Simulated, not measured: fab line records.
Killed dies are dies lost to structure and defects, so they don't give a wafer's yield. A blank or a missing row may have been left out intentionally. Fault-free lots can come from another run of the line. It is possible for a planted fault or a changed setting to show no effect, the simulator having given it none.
Matching of chambers || flow gf180mcu || GF_V5_CVD_02 on pecvd-04 has 3 sister chambers
The step deposits SiO2 from TEOS, target thk 1450 nm, time 163.28 s. 3 wafers are shown with their chamber, then 7 later ones without.

== WAFERS, EACH WITH ITS CHAMBER ==
{"wafer": "L089.5", "chamber": 1, "heater_power_w (W)": 844}
{"wafer": "L091.4", "chamber": 0, "heater_power_w (W)": 724}
{"wafer": "L091.5", "chamber": 2, "heater_power_w (W)": 594}

== WAFERS WITHOUT THEIR CHAMBER ==
{"wafer": "L091.6", "heater_power_w (W)": 666}
{"wafer": "L093.2", "heater_power_w (W)": 707}
{"wafer": "L093.5", "heater_power_w (W)": 755}
{"wafer": "L093.6", "heater_power_w (W)": 674}
{"wafer": "L097.2", "heater_power_w (W)": 724}
{"wafer": "L097.3", "heater_power_w (W)": 674}
{"wafer": "L097.6", "heater_power_w (W)": 592}

== EACH ONE'S CHAMBER ==
{"wafer": "L091.6", "from the rows above": "can't be placed: 0 or 2", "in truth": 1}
{"wafer": "L093.2", "from the rows above": 0, "in truth": 0}
{"wafer": "L093.5", "from the rows above": "can't be placed: 0 or 1", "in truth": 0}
{"wafer": "L093.6", "from the rows above": "can't be placed: 0 or 2", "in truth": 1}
{"wafer": "L097.2", "from the rows above": 0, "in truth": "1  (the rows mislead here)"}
{"wafer": "L097.3", "from the rows above": "can't be placed: 0 or 2", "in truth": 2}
{"wafer": "L097.6", "from the rows above": 2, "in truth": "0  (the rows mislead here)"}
1 of 7 placed correctly. Can't be placed from these rows: 4 (the true chamber is among the candidates in 2). Placed wrongly: 2.
How it was worked out, from the rows above alone: a wafer's distance from a chamber is the root of the sum, over the readings, of the square of ((its reading less the chamber's mean) divided by the reading's scatter). The wafer belongs to the nearest chamber; if the next one is less than 2 further off, it can't be placed. For every chamber, the mean is computed from those of its wafers that are shown. The scatter: root of mean squared gap, hidden wafer to nearest shown wafer, with one shown wafer a chamber.
